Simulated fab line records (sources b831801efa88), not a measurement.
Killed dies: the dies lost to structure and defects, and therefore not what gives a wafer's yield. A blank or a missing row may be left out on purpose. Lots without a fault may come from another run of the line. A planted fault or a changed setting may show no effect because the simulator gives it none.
A lot that was struck, set against a sound lot + flow sfq line + 14 steps out of a route of 325
Sound: these wafers, L987.2, L987.3, L987.5. The struck wafers were L994.1, L994.3, L994.5. At the end, the cause is stated.
At each step with rows: each side's tool, then ch and its chambers, then its first start. Under that, the readings that differ: sound wafers + struck wafers + difference of the means + sigmas: that difference in standard deviations of wafers without a fault.
alike: readings with means less than 2 such deviations apart, plus words and numbers identical on both sides. not compared: withheld readings, readings lacking a value on some wafer, bounds such as >300 that could conceal the same value, and numbers that have no deviation in the record and whose values overlap.
Wherever a step has rows on one side only, a row that says differs or no value, or a row with sigmas, the two part there. Non-overlapping numbers with no deviation appear without sigmas and do not part them. A reading that every wafer of one side lacks parts them only if that side has two wafers or more.

first, 2 steps without rows for these wafers: SFQ_TRILAYER_L0_LITHO_PEB_008 (peb time 60 s); SFQ_TRILAYER_L0_LITHO_DEVELOP_007 (time 60 s).
SFQ_TRILAYER_L0_BARC_OPEN_METAL_ETCH_010: etches BARC in O2, target depth 125 nm, time 40.12 s.
  sound on rie metal-04 ch 1, day 5 23:14; struck on rie metal-02 ch 0,1, day 7 05:17
  alike: drypump motor current A, oes product au
  not compared: rf hours counter h
SFQ_TRILAYER_L0_ETCH_METAL_ETCH_008: etches MoNx KI in SF6/O2, stops on SiO2, target depth 50 nm, time 25 s.
  sound on rie metal-04 ch 1, day 5 23:18; struck on rie metal-02 ch 0,1, day 7 05:21
  alike: drypump motor current A, oes product au
  not compared: rf hours counter h
SFQ_TRILAYER_L0_STRIP_STRIP_009: strips in O2.
  sound on rie metal-04 ch 1, day 5 23:21; struck on rie metal-02 ch 0,1, day 7 05:23
  alike: drypump motor current A, oes product au
  not compared: rf hours counter h
then, 1 step without rows for these wafers: SFQ_TRILAYER_L0_STRIP_SOLV_CLEAN_010 (cleans in NMP, time 600 s).
SFQ_TRILAYER_L0_CAP_PECVD_011: deposits SiO2 from SiH4/N2O, time 13.333 s, target thk 60 nm.
  sound on pecvd-02 ch 1,2, day 6 00:07; struck on pecvd-02 ch 0,1,2, day 7 06:10
  alike: heater power w, throttle valve pct
then, 5 steps without rows for these wafers: SFQ_TRILAYER_L0_VIA_LITHO_COAT_018 (resist thk 62 nm); SFQ_TRILAYER_L0_VIA_LITHO_COAT_013 (resist thk 650 nm); SFQ_TRILAYER_L0_VIA_LITHO_SOFTBAKE_017; SFQ_TRILAYER_L0_VIA_LITHO_EXPOSE_014 (exposes mask L0V, target cd 700 nm); SFQ_TRILAYER_L0_VIA_LITHO_PEB_016 (peb time 60 s).
-- the record jumps here: 4 days lie between the struck wafers' starts before and after --
SFQ_TRILAYER_L0_VIA_LITHO_DEVELOP_015: time 60 s.
  struck on litho track-01, day 11 10:41; sound on litho track-03 ch 0, day 10 03:23
  no value came back on the struck wafers for chill plate temp C (C), exhaust pa (Pa); on the sound wafers chill plate temp C (C) reads 23.01 22.92 22.72
| reading                                                 | sound           | struck            | difference | sigmas |
|---------------------------------------------------------|-----------------|-------------------|------------|--------|
| model.KrF_of_TRILAYER_L0_VIA_LITHO_COAT_013.thk nm (nm) | 626.1 625 623.4 | 647.4 647.9 646.8 | +22.5      |        |
SFQ_L0V_OVL_MEAS_903:
  sound on overlay-02 at day 10 03:31; struck on overlay-02 at day 11 10:50
| reading      | sound  | struck | difference                    | sigmas |
|--------------|--------|--------|-------------------------------|--------|
| L0V_OVL (nm) | -1 6 4 | - - -  | no value on the struck wafers |        |

== WHERE THEY PART ==
At SFQ_TRILAYER_L0_VIA_LITHO_DEVELOP_015 first; at SFQ_L0V_OVL_MEAS_903 last (within this record only).

WHY: the cause the simulator had injected
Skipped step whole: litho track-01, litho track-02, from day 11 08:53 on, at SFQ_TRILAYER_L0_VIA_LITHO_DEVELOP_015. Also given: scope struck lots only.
